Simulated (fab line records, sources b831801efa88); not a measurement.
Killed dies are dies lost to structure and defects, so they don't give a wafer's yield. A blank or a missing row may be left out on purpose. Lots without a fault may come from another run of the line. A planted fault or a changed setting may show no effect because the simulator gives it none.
fab line records | flow sky130
record lots=13 wafers=39 last_day=50
route steps=708 shown CONTACT@423 VIA4@656 PASSIVATION@683 PAD_OPEN@708
lots that met no fault: from a run of the same line without faults
start_h: hours from the record's first day to the start of the lot's first wafer shown | wait_h: hours since the lot's step before | " the same as in the row above | L1.1+2: a row that stands for several wafers | - no value, or no start given | * or withheld: withheld | < > ~ a bound
route shown NAME@n: a module of which the file shows steps, and the number in the route of the first | usual: mean/standard deviation of fault-free wafers | same: alike in all rows | chamber/n: place in a boat | sites: the reading at each site | _std_site: their standard deviation | _edge_site: outer sites' mean less inner sites' | radius_mm: how far each site lies from the wafer's centre | mask NAME#n: copy n | behind: the tool/chamber that last shaped the wafer | hold: why the lot was held/for how many hours/how that ended | device: the transistor (n, p or np) that didn't switch | end of line: the same wafers' tests at the end of the route | a step without rows: its recipe alone | killed: dies lost to structure and defects at the first sort, not the wafer's yield | map: a wafer's dies, x killed, . not, _ none there
set.NAME: the setting as run; set.NAME@STEP: as run at that earlier step | model.NAME: the simulator's own value behind a step, which no gauge read
steps of the route over a sample of lots; a table a step, a row a wafer
services: from which hour (start_h, from the record's first day; less than 0 if before it) a tool's chamber was out of use, for how many hours, and why
## steps
# step SKY_CONTACT_ETCH_17
# recipe target=SiO2 chemistry=C4F8/O2/Ar stop_on=Si3N4 mask_material=KrF-thick source_w=1500 bias_w=1200 pressure_mtorr=40 c4f8_flow_sccm=withheld O2_flow_sccm=6 Ar_flow_sccm=300 time_s=withheld target_depth_a=3400
# usual oes_product_au=0.891/0.0047
# columns lot.wafer tool chamber start_h wait_h oes_product_au
L667.1 rie_diel-02 0 719.88 0.0 0.892
L667.2 " 3 " " 0.894
L667.4 " 1 " " 0.891
L668.3 rie_diel-03 1 735.02 0.0 0.886
L668.5 " 3 " " 0.895
L668.6 " 2 " " 0.892
L669.1 rie_diel-03 2 745.43 0.0 0.897
L669.2 " 1 " " 0.886
L669.5 " 0 " " 0.887
L671.3 rie_diel-01 2 766.34 0.0 0.891
L671.5 " 3 " " 0.898
L671.6 " 1 " " 0.890
L675.1 rie_diel-01 1 793.84 0.0 0.886
L675.3 " 0 " " 0.899
L675.5 " 3 " " 0.883
L678.3 rie_diel-01 3 822.29 0.0 0.901
L678.4 " 2 " " 0.888
L678.5 " 0 " " 0.889
L679.2 rie_diel-03 0 838.88 0.0 0.895
L679.4 " 2 " " 0.901
L679.6 " 3 " " 0.898
L681.3 rie_diel-02 3 864.99 0.0 0.879
L681.5 " 1 " " 0.893
L681.6 " 2 " " 0.884
L682.3 rie_diel-02 1 871.03 0.0 0.886
L682.5 " 3 " " 0.888
L682.6 " 2 " " 0.894
L683.1 rie_diel-02 0 872.17 0.0 0.898
L683.4 " 3 " " 0.892
L683.5 " 1 " " 0.888
L688.2 rie_diel-01 1 908.38 0.0 0.890
L688.3 " 0 " " 0.896
L688.5 " 3 " " 0.893
L689.1 rie_diel-02 3 909.38 0.0 0.889
L689.3 " 2 " " 0.888
L689.4 " 1 " " 0.894
L690.1 rie_diel-02 3 924.34 0.0 0.896
L690.2 " 2 " " 0.897
L690.5 " 3 " " 0.895
# step SKY_VIA4_SPUTTER_17
# recipe material=TiN target_thk_nm=20 chamber_pressure_pa=5 power_w=4000 time_s=80
# usual throttle_valve_pct=30.0/0.92
# columns lot.wafer tool chamber start_h wait_h throttle_valve_pct
L667.1 pvd_sputter-02 - 990.19 0.0 29.7
L667.2 " - " " 31.1
L667.4 " - " " 31.3
L668.3 pvd_sputter-01 - 1003.72 0.0 29.8
L668.5 " - " " 31.4
L668.6 " - " " 29.9
L669.1 pvd_sputter-03 - 1013.78 0.0 29.1
L669.2 " - " " 30.4
L669.5 " - " " 30.4
L671.3 pvd_sputter-02 - 1032.99 0.0 29.2
L671.5 " - " " 29.4
L671.6 " - " " 31.2
L675.1 pvd_sputter-01 - 1055.20 0.0 29.9
L675.3 " - " " 31.4
L675.5 " - " " 30.9
L678.3 pvd_sputter-03 - 1080.84 0.0 29.0
L678.4 " - " " 28.8
L678.5 " - " " 28.7
L679.2 pvd_sputter-01 - 1088.68 0.0 31.5
L679.4 " - " " 29.8
L679.6 " - " " 30.5
L681.3 pvd_sputter-03 - 1110.90 0.0 29.3
L681.5 " - " " 28.5
L681.6 " - " " 30.1
L682.3 pvd_sputter-03 - 1112.52 0.0 28.4
L682.5 " - " " 28.6
L682.6 " - " " 30.7
L683.1 pvd_sputter-01 - 1112.77 0.0 31.0
L683.4 " - " " 31.3
L683.5 " - " " 29.6
L688.2 pvd_sputter-02 - 1142.42 0.0 31.2
L688.3 " - " " 29.8
L688.5 " - " " 31.2
L689.1 pvd_sputter-02 - 1143.34 0.0 31.4
L689.3 " - " " 31.2
L689.4 " - " " 29.5
L690.1 pvd_sputter-02 - 1148.52 0.0 31.2
L690.2 " - " " 31.2
L690.5 " - " " 31.3
# step SKY_VIA4_RS_MEAS_19
# recipe thk_meas_gauge=four-point-probe reads=W_of_VIA4_CVD_18+TiN_of_VIA4_SPUTTER_17
# usual VIA4_W_RS=0.2257/0.0026
# columns lot.wafer tool chamber start_h wait_h VIA4_W_RS[ohm/sq]
L667.1 film_metro-02 - 990.41 0.1 0.2217
L667.2 " - " " 0.2233
L667.4 " - " " 0.2226
L668.3 film_metro-01 - 1003.98 0.1 0.2270
L668.5 " - " " 0.2299
L668.6 " - " " 0.2272
L669.1 film_metro-01 - 1013.99 0.1 0.2271
L669.2 " - " " 0.2215
L669.5 " - " " 0.2276
L671.3 film_metro-03 - 1033.25 0.1 0.2249
L671.5 " - " " 0.2219
L671.6 " - " " 0.2280
L675.1 film_metro-02 - 1055.41 0.1 0.2184
L675.3 " - " " 0.2244
L675.5 " - " " 0.2216
L678.3 film_metro-01 - 1081.10 0.1 0.2282
L678.4 " - " " 0.2292
L678.5 " - " " 0.2292
L679.2 film_metro-02 - 1088.92 0.1 0.2247
L679.4 " - " " 0.2247
L679.6 " - " " 0.2251
L681.3 film_metro-03 - 1111.15 0.1 0.2229
L681.5 " - " " 0.2226
L681.6 " - " " 0.2236
L682.3 film_metro-01 - 1112.77 0.1 0.2267
L682.5 " - " " 0.2248
L682.6 " - " " 0.2237
L683.1 film_metro-03 - 1112.98 0.1 0.2264
L683.4 " - " " 0.2236
L683.5 " - " " 0.2262
L688.2 film_metro-01 - 1142.66 0.1 0.2276
L688.3 " - " " 0.2254
L688.5 " - " " 0.2317
L689.1 film_metro-02 - 1143.56 0.1 0.2292
L689.3 " - " " 0.2265
L689.4 " - " " 0.2285
L690.1 film_metro-01 - 1148.74 0.1 0.2287
L690.2 " - " " 0.2271
L690.5 " - " " 0.2307
# step SKY_PASSIVATION_CVD_02
# recipe material=Si3N4 target_thk_nm=540 temp_c=400 time_s=withheld rf_w=450
# usual heater_power_w=716/61
# columns lot.wafer tool chamber start_h wait_h heater_power_w
L667.1 pecvd-02 2 1014.82 0.1 755
L667.2 " 1 " " 708
L667.4 " 0 " " 734
L668.3 pecvd-02 1 1028.51 0.0 622
L668.5 " 0 " " 707
L668.6 " 2 " " 694
L669.1 pecvd-03 1 1037.50 0.1 801
L669.2 " 0 " " 742
L669.5 " 1 " " 811
L671.3 pecvd-02 0 1056.08 0.0 616
L671.5 " 1 " " 584
L671.6 " 0 " " 649
L675.1 pecvd-01 2 1077.63 0.1 720
L675.3 " 1 " " 746
L675.5 " 0 " " 618
L678.3 pecvd-03 2 1103.04 0.0 663
L678.4 " 2 " " 664
L678.5 " 1 " " 817
L679.2 pecvd-02 1 1110.41 0.0 731
L679.4 " 0 " " 633
L679.6 " 2 " " 757
L681.3 pecvd-02 1 1134.40 0.1 723
L681.5 " 2 " " 663
L681.6 " 1 " " 708
L682.3 pecvd-01 1 1135.31 0.0 721
L682.5 " 2 " " 644
L682.6 " 0 " " 705
L683.1 pecvd-03 2 1136.48 0.1 694
L683.4 " 1 " " 663
L683.5 " 2 " " 698
L688.2 pecvd-02 1 1161.49 0.0 746
L688.3 " 0 " " 644
L688.5 " 1 " " 628
L689.1 pecvd-03 1 1163.20 0.1 777
L689.3 " 0 " " 669
L689.4 " 0 " " 677
L690.1 pecvd-03 2 1168.83 0.1 730
L690.2 " 0 " " 705
L690.5 " 1 " " 829
# step SKY_PAD_OPEN_PROBE_99
# usual killed_at_M0_to_M3=44/7.6 killed_at_M4_up=3.2/1.7 killed_at_contacts=24/5.7 killed_at_front_end=16/3.9 killed_at_other=0.2/0.45 killed_dies=87/9.5 killed_open=47/6.9 killed_short=40/5.8
# same gross_dies=492 killed_at_back_side=0
# columns lot.wafer tool chamber start_h wait_h hold killed_at_M0_to_M3 killed_at_M4_up killed_at_contacts killed_at_front_end killed_at_other killed_dies killed_open killed_short
L667.1 prober-02 - 1061.72 0.1 - 34 0 27 18 0 79 41 38
L667.2 prober-02 - 1061.77 0.1 - 57 3 22 18 0 100 56 44
L667.4 prober-02 - 1061.87 0.2 - 47 1 32 22 0 102 66 36
L668.3 prober-02 - 1073.66 0.2 - 41 5 30 13 0 89 45 44
L668.5 prober-02 - 1073.76 0.2 - 37 5 27 13 0 82 45 37
L668.6 prober-02 - 1073.81 0.2 - 38 1 16 26 0 81 45 36
L669.1 prober-01 - 1082.16 0.1 - 40 2 29 24 0 95 54 41
L669.2 prober-01 - 1082.21 0.1 - 35 1 20 19 0 75 38 37
L669.5 prober-01 - 1082.36 0.2 - 31 3 26 16 0 76 45 31
L671.3 prober-01 - 1099.16 0.2 - 49 4 25 20 0 98 53 45
L671.5 prober-01 - 1099.26 0.2 - 47 2 17 18 0 84 47 37
L671.6 prober-01 - 1099.31 0.2 - 46 4 22 16 0 88 53 35
L675.1 prober-01 - 1117.30 0.1 await_dispo/2.4h/release 53 2 47 18 0 120 46 38
L675.3 prober-01 - 1117.40 0.2 await_dispo/2.4h/release 53 1 58 15 0 127 48 43
L675.5 prober-01 - 1117.50 0.2 await_dispo/2.4h/release 47 3 54 14 1 119 44 45
L678.3 prober-02 - 1137.28 0.2 await_dispo/2.8h/release 47 2 58 8 1 116 41 38
L678.4 prober-02 - 1137.33 0.2 await_dispo/2.8h/release 58 5 66 20 0 149 66 41
L678.5 prober-02 - 1137.38 0.2 await_dispo/2.8h/release 37 3 57 12 0 109 32 39
L679.2 prober-01 - 1146.23 0.1 - 38 2 14 21 0 75 37 38
L679.4 prober-01 - 1146.33 0.2 - 33 6 17 14 0 70 34 36
L679.6 prober-01 - 1146.43 0.2 - 43 3 30 16 0 92 50 42
L681.3 prober-01 - 1174.26 0.2 - 50 3 22 8 0 83 43 40
L681.5 prober-01 - 1174.36 0.2 - 38 5 26 15 0 84 42 42
L681.6 prober-01 - 1174.41 0.2 - 58 2 27 17 0 104 66 38
L682.3 prober-02 - 1174.57 0.2 - 43 3 22 20 1 89 42 47
L682.5 prober-02 - 1174.67 0.2 - 32 4 28 17 0 81 43 38
L682.6 prober-02 - 1174.72 0.2 - 43 2 15 15 0 75 39 36
L683.1 prober-01 - 1175.66 0.1 - 49 4 27 9 1 90 55 35
L683.4 prober-01 - 1175.81 0.2 - 50 5 17 14 0 86 45 41
L683.5 prober-01 - 1175.86 0.2 - 51 2 18 17 0 88 44 44
L688.2 prober-02 - 1196.09 0.1 - 38 3 19 18 0 78 47 31
L688.3 prober-02 - 1196.14 0.2 - 33 4 25 17 0 79 44 35
L688.5 prober-02 - 1196.24 0.2 - 39 4 27 12 0 82 44 38
L689.1 prober-01 - 1198.36 0.1 - 37 9 14 20 1 81 39 42
L689.3 prober-01 - 1198.46 0.2 - 47 5 21 20 0 93 56 37
L689.4 prober-01 - 1198.51 0.2 - 47 7 21 16 0 91 44 47
L690.1 prober-02 - 1203.69 0.1 - 55 4 31 19 0 109 63 46
L690.2 prober-02 - 1203.74 0.1 - 41 3 28 15 0 87 46 41
L690.5 prober-02 - 1203.89 0.2 - 51 3 20 13 1 88 45 43
# killed by level:class
L667.1 VIA1:geometric_particle:open=11 CONTACT:geometric_particle:open=11 LOCAL_INTERCONNECT:geometric_particle:short=7 VIA2:geometric_particle:open=6 FIELD_ISO:geometric_particle:short=5 CONTACT:geometric_particle:short=5 POLY_GATE:geometric_particle:short=4 VIA3:geometric_particle:open=4
L667.2 VIA1:geometric_particle:open=15 LI_CONTACT:geometric_particle:open=8 VIA1:geometric_particle:short=8 VIA3:geometric_particle:open=8 CONTACT:geometric_particle:open=7 METAL1:geometric_particle:short=7 POLY_GATE:geometric_particle:short=6 VIA2:geometric_particle:open=6
L667.4 VIA1:geometric_particle:open=16 CONTACT:geometric_particle:open=11 LI_CONTACT:geometric_particle:open=8 VIA2:geometric_particle:open=8 CONTACT:geometric_particle:short=7 POLY_GATE:geometric_particle:open=6 VIA1:geometric_particle:short=6 FIELD_ISO:geometric_particle:open=4
L668.3 CONTACT:geometric_particle:open=10 VIA1:geometric_particle:open=10 LI_CONTACT:geometric_particle:open=8 CONTACT:geometric_particle:short=7 METAL1:geometric_particle:short=6 SPACER:geometric_particle:open=5 VIA1:geometric_particle:short=5 METAL4:geometric_particle:short=5
L668.5 LI_CONTACT:geometric_particle:open=9 CONTACT:geometric_particle:open=8 VIA1:geometric_particle:open=8 FIELD_ISO:geometric_particle:short=5 VIA2:geometric_particle:open=5 LOCAL_INTERCONNECT:geometric_particle:short=4 CONTACT:geometric_particle:short=4 METAL1:geometric_particle:short=4
L668.6 FIELD_ISO:geometric_particle:open=7 CONTACT:geometric_particle:open=6 VIA2:geometric_particle:open=6 VIA1:geometric_particle:open=5 POLY_GATE:geometric_particle:open=5 CONTACT:geometric_particle:short=5 METAL2:geometric_particle:short=5 VIA3:geometric_particle:short=5
L669.1 CONTACT:geometric_particle:open=12 METAL1:geometric_particle:short=8 LI_CONTACT:geometric_particle:open=8 VIA1:geometric_particle:open=8 VIA1:geometric_particle:short=7 FIELD_ISO:geometric_particle:open=6 VIA2:geometric_particle:open=6 FIELD_ISO:geometric_particle:short=5
L669.2 CONTACT:geometric_particle:open=7 METAL1:geometric_particle:short=7 FIELD_ISO:geometric_particle:open=5 POLY_GATE:geometric_particle:short=5 CONTACT:geometric_particle:short=5 METAL3:geometric_particle:short=5 VIA3:geometric_particle:open=5 POLY_GATE:geometric_particle:open=4
L669.5 CONTACT:geometric_particle:open=13 FIELD_ISO:geometric_particle:open=6 VIA1:geometric_particle:open=6 LOCAL_INTERCONNECT:geometric_particle:short=5 VIA1:geometric_particle:short=5 VIA2:geometric_particle:open=5 POLY_GATE:geometric_particle:open=4 LI_CONTACT:geometric_particle:open=4
L671.3 VIA1:geometric_particle:open=10 LI_CONTACT:geometric_particle:open=8 POLY_GATE:geometric_particle:open=7 VIA1:geometric_particle:short=7 METAL2:geometric_particle:short=6 CONTACT:geometric_particle:open=6 VIA2:geometric_particle:open=5 VIA3:geometric_particle:open=5
L671.5 VIA2:geometric_particle:open=9 VIA1:geometric_particle:open=8 METAL1:geometric_particle:short=7 CONTACT:geometric_particle:open=6 FIELD_ISO:geometric_particle:open=5 POLY_GATE:geometric_particle:open=5 VIA1:geometric_particle:short=5 VIA2:geometric_particle:short=5
L671.6 LI_CONTACT:geometric_particle:open=9 VIA1:geometric_particle:open=9 CONTACT:geometric_particle:open=7 FIELD_ISO:geometric_particle:open=6 VIA2:geometric_particle:open=6 METAL1:geometric_particle:short=6 VIA3:geometric_particle:open=6 VIA2:geometric_particle:short=5
L675.1 CONTACT:unspecified=36 VIA1:geometric_particle:open=18 VIA1:geometric_particle:short=9 FIELD_ISO:geometric_particle:open=6 VIA2:geometric_particle:open=6 VIA3:geometric_particle:open=6 POLY_GATE:geometric_particle:short=5 METAL3:geometric_particle:short=4
L675.3 CONTACT:unspecified=36 VIA2:geometric_particle:short=12 VIA3:geometric_particle:open=12 CONTACT:geometric_particle:open=9 VIA1:geometric_particle:open=8 LI_CONTACT:geometric_particle:open=6 POLY_GATE:geometric_particle:open=4 METAL1:geometric_particle:short=4
L675.5 CONTACT:unspecified=30 CONTACT:geometric_particle:open=10 METAL1:geometric_particle:short=8 VIA1:geometric_particle:open=7 VIA2:geometric_particle:open=7 VIA3:geometric_particle:open=7 VIA1:geometric_particle:short=6 CONTACT:geometric_particle:short=6
L678.3 CONTACT:unspecified=37 CONTACT:geometric_particle:open=11 VIA1:geometric_particle:open=11 METAL1:geometric_particle:short=8 VIA1:geometric_particle:short=7 LI_CONTACT:geometric_particle:short=4 VIA2:geometric_particle:open=4 METAL2:geometric_particle:short=4
L678.4 CONTACT:unspecified=42 VIA1:geometric_particle:open=15 VIA3:geometric_particle:open=11 VIA2:geometric_particle:open=9 CONTACT:geometric_particle:open=8 FIELD_ISO:geometric_particle:short=6 VIA3:geometric_particle:short=6 VIA2:geometric_particle:short=5
L678.5 CONTACT:unspecified=38 VIA1:geometric_particle:open=8 CONTACT:geometric_particle:open=6 VIA1:geometric_particle:short=6 METAL1:geometric_particle:short=5 FIELD_ISO:geometric_particle:short=4 VIA3:geometric_particle:open=4 LOCAL_INTERCONNECT:geometric_particle:short=4
L679.2 VIA1:geometric_particle:open=10 CONTACT:geometric_particle:open=8 POLY_GATE:geometric_particle:open=5 VIA1:geometric_particle:short=5 VIA3:geometric_particle:open=5 FIELD_ISO:geometric_particle:short=4 FIELD_ISO:geometric_particle:open=4 POLY_GATE:geometric_particle:short=4
L679.4 VIA2:geometric_particle:open=10 CONTACT:geometric_particle:open=9 METAL4:geometric_particle:short=5 METAL3:geometric_particle:short=5 FIELD_ISO:geometric_particle:short=4 METAL1:geometric_particle:short=4 CONTACT:geometric_particle:short=4 VIA1:geometric_particle:short=4
L679.6 VIA1:geometric_particle:open=10 LOCAL_INTERCONNECT:geometric_particle:short=9 LI_CONTACT:geometric_particle:open=8 CONTACT:geometric_particle:open=8 METAL2:geometric_particle:short=5 VIA3:geometric_particle:open=5 FIELD_ISO:geometric_particle:open=4 CONTACT:geometric_particle:short=4
L681.3 VIA1:geometric_particle:open=11 METAL2:geometric_particle:short=10 CONTACT:geometric_particle:open=8 VIA3:geometric_particle:open=6 VIA2:geometric_particle:open=6 METAL1:geometric_particle:short=6 VIA1:geometric_particle:short=5 LI_CONTACT:geometric_particle:short=4
L681.5 VIA1:geometric_particle:open=9 FIELD_ISO:geometric_particle:short=6 CONTACT:geometric_particle:open=6 LOCAL_INTERCONNECT:geometric_particle:short=6 FIELD_ISO:geometric_particle:open=5 LI_CONTACT:geometric_particle:open=5 CONTACT:geometric_particle:short=5 VIA2:geometric_particle:open=5
L681.6 VIA3:geometric_particle:open=14 VIA1:geometric_particle:open=14 CONTACT:geometric_particle:open=9 FIELD_ISO:geometric_particle:open=6 VIA2:geometric_particle:open=6 LI_CONTACT:geometric_particle:open=5 LOCAL_INTERCONNECT:geometric_particle:short=5 VIA2:geometric_particle:short=5
L682.3 VIA1:geometric_particle:open=10 CONTACT:geometric_particle:open=10 METAL2:geometric_particle:short=8 VIA1:geometric_particle:short=7 LOCAL_INTERCONNECT:geometric_particle:short=6 VIA2:geometric_particle:open=6 FIELD_ISO:geometric_particle:open=5 SPACER:geometric_particle:short=5
L682.5 LI_CONTACT:geometric_particle:open=8 CONTACT:geometric_particle:open=8 VIA2:geometric_particle:open=8 VIA1:geometric_particle:open=6 FIELD_ISO:geometric_particle:short=5 CONTACT:geometric_particle:short=4 SPACER:geometric_particle:short=4 METAL3:geometric_particle:short=4
L682.6 FIELD_ISO:geometric_particle:open=8 VIA1:geometric_particle:short=7 VIA1:geometric_particle:open=7 VIA2:geometric_particle:open=6 CONTACT:geometric_particle:open=5 METAL3:geometric_particle:short=5 LI_CONTACT:geometric_particle:open=4 METAL1:geometric_particle:open=4
L683.1 VIA3:geometric_particle:open=11 VIA1:geometric_particle:open=10 CONTACT:geometric_particle:open=10 LI_CONTACT:geometric_particle:open=9 VIA2:geometric_particle:open=6 LOCAL_INTERCONNECT:geometric_particle:short=6 VIA1:geometric_particle:short=5 METAL2:geometric_particle:short=5
L683.4 VIA2:geometric_particle:open=11 LI_CONTACT:geometric_particle:open=7 CONTACT:geometric_particle:open=7 VIA3:geometric_particle:short=7 VIA1:geometric_particle:short=6 VIA3:geometric_particle:open=6 VIA1:geometric_particle:open=6 FIELD_ISO:geometric_particle:short=4
L683.5 VIA1:geometric_particle:open=14 METAL2:geometric_particle:short=11 VIA3:geometric_particle:open=8 FIELD_ISO:geometric_particle:short=6 LI_CONTACT:geometric_particle:short=5 LI_CONTACT:geometric_particle:open=5 CONTACT:geometric_particle:open=4 METAL1:geometric_particle:short=4
L688.2 VIA1:geometric_particle:open=9 CONTACT:geometric_particle:open=9 METAL2:geometric_particle:short=6 VIA1:geometric_particle:short=6 VIA2:geometric_particle:open=6 FIELD_ISO:geometric_particle:open=5 LI_CONTACT:geometric_particle:open=4 POLY_GATE:geometric_particle:open=4
L688.3 CONTACT:geometric_particle:open=11 LI_CONTACT:geometric_particle:open=7 POLY_GATE:geometric_particle:open=5 METAL2:geometric_particle:short=5 VIA2:geometric_particle:open=5 FIELD_ISO:geometric_particle:open=4 POLY_GATE:geometric_particle:short=4 VIA1:geometric_particle:short=4
L688.5 VIA1:geometric_particle:open=11 LOCAL_INTERCONNECT:geometric_particle:short=7 POLY_GATE:geometric_particle:open=6 CONTACT:geometric_particle:open=6 VIA1:geometric_particle:short=5 LI_CONTACT:geometric_particle:short=5 LI_CONTACT:geometric_particle:open=5 METAL1:geometric_particle:short=5
L689.1 VIA1:geometric_particle:open=9 METAL4:geometric_particle:short=8 VIA3:geometric_particle:open=5 POLY_GATE:geometric_particle:open=5 CONTACT:geometric_particle:short=5 VIA1:geometric_particle:short=5 FIELD_ISO:geometric_particle:open=4 FIELD_ISO:geometric_particle:short=4
L689.3 VIA1:geometric_particle:open=17 CONTACT:geometric_particle:open=9 FIELD_ISO:geometric_particle:open=7 METAL2:geometric_particle:short=7 LI_CONTACT:geometric_particle:open=6 METAL1:geometric_particle:short=5 FIELD_ISO:geometric_particle:short=4 POLY_GATE:geometric_particle:open=4
L689.4 VIA1:geometric_particle:open=10 METAL2:geometric_particle:short=8 POLY_GATE:geometric_particle:short=7 VIA2:geometric_particle:open=6 LOCAL_INTERCONNECT:geometric_particle:short=5 CONTACT:geometric_particle:open=5 VIA1:geometric_particle:short=5 METAL3:geometric_particle:short=4
L690.1 VIA1:geometric_particle:open=11 VIA3:geometric_particle:open=9 VIA2:geometric_particle:open=9 CONTACT:geometric_particle:open=9 FIELD_ISO:geometric_particle:open=8 LOCAL_INTERCONNECT:geometric_particle:short=7 CONTACT:geometric_particle:short=7 METAL1:geometric_particle:short=7
L690.2 CONTACT:geometric_particle:open=10 VIA1:geometric_particle:open=10 VIA3:geometric_particle:open=7 CONTACT:geometric_particle:short=6 FIELD_ISO:geometric_particle:open=5 METAL2:geometric_particle:short=5 VIA2:geometric_particle:open=5 LI_CONTACT:geometric_particle:short=4
L690.5 VIA2:geometric_particle:open=11 VIA1:geometric_particle:open=10 VIA1:geometric_particle:short=8 CONTACT:geometric_particle:open=6 VIA3:geometric_particle:open=6 CONTACT:geometric_particle:short=5 POLY_GATE:geometric_particle:open=4 LI_CONTACT:geometric_particle:short=4
## services
# columns tool chamber start_h hours kind
rie_diel-02 2 713.40 3.0 repair
rie_diel-02 3 728.82 6.1 repair
pecvd-03 - 750.40 0.6 repair
rie_diel-02 - 772.53 3.1 repair
pecvd-03 2 782.41 8.4 repair
pecvd-03 - 809.98 1.6 repair
pvd_sputter-02 - 827.26 11.6 repair
pecvd-02 0 832.41 30.4 repair
pvd_sputter-02 - 840.67 1.2 repair
pvd_sputter-02 - 868.18 2.4 repair
pecvd-03 2 877.27 8.1 repair
pvd_sputter-02 - 880.20 4.8 repair
pecvd-03 - 893.44 5.5 pm
pecvd-03 0 903.23 6.8 repair
rie_diel-02 - 929.36 4.3 pm
pvd_sputter-02 - 931.67 1.4 repair
pecvd-02 1 996.78 6.3 repair
pecvd-03 - 998.30 0.9 repair
rie_diel-02 0 1001.29 13.4 repair
pecvd-02 - 1035.78 2.8 pm
rie_diel-02 0 1084.69 6.1 repair
rie_diel-02 1 1087.51 3.0 repair
rie_diel-02 0 1161.23 1.2 repair
rie_diel-02 0 1162.89 2.6 repair
## key
first_sign step=SKY_PAD_OPEN_PROBE_99 reading=killed_at_contacts direction=up sigmas=5.8 usual=24 struck=57
effect step=SKY_PAD_OPEN_PROBE_99 reading=killed_dies direction=up sigmas=3.8 usual=87 struck=123
met_at SKY_CONTACT_ETCH_17
struck_lots L675,L678
tester_left_out L675,L678
not_acting_at SKY_VIA4_SPUTTER_17,SKY_VIA4_RS_MEAS_19,SKY_PASSIVATION_CVD_02
onset_between 766.34 793.84
fault kind=chamber_particle_source tool=rie_diel-01 chamber=- onset_h=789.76 steps=SKY_CONTACT_ETCH_17 rate_per_visit_cm2=0.46331 end_h=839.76
# tester_left_out: of these lots the tester's yield and bins aren't shown, on N5 and GAA mostly nor the transistor test; their killed dies are dies lost to structure and defects alone, not to doping, threshold or leakage, so they don't give the yield
